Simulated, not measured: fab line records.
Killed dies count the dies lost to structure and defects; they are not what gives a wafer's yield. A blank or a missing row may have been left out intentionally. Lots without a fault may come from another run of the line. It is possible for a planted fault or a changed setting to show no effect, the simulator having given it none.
Chamber matching | flow sky130 | 4 sister chambers for SKY_CONTACT_CMP_04 on cmp-02
The step polishes SiO2. 4 wafers are shown with their chamber, then 7 later ones without.

WAFERS, EACH WITH ITS CHAMBER
wafer  | chamber | motor current A (A)
L872.6 | 1       | 12.3
L883.4 | 2       | 12.2
L882.2 | 0       | 12.4
L882.3 | 3       | 13.0

WAFERS WHOSE CHAMBER IS MISSING
wafer  | motor current A (A)
L882.4 | 12.4
L884.4 | 12.1
L884.5 | 13.0
L884.6 | 11.8
L885.1 | 13.2
L885.2 | 11.7
L885.4 | 12.9

WHICH CHAMBER EACH ONE RAN IN
wafer  | from the rows above          | in truth
L882.4 | can't be placed: 0 or 1 or 2 | 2
L884.4 | can't be placed: 2 or 1 or 0 | 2
L884.5 | 3                            | 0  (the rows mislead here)
L884.6 | can't be placed: 2 or 1 or 0 | 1
L885.1 | 3                            | 3
L885.2 | can't be placed: 2 or 1 or 0 | 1
L885.4 | can't be placed: 3 or 0 or 1 | 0
Correctly placed: 1 of 7. From these rows, 5 cannot be placed; in 5 the true chamber is one of the candidates. Wrongly placed: 1.
How it was worked out, from the rows above alone: a wafer's distance from a chamber is the root of the sum, over the readings, of the square of ((its reading less the chamber's mean) divided by the reading's scatter). The wafer belongs to the nearest chamber; if the next one is less than 2 further off, it can't be placed. A chamber's mean is the mean of its shown wafers. The scatter: with one shown wafer a chamber, the root of the mean of the squares of how far each hidden wafer lies from its nearest shown one.
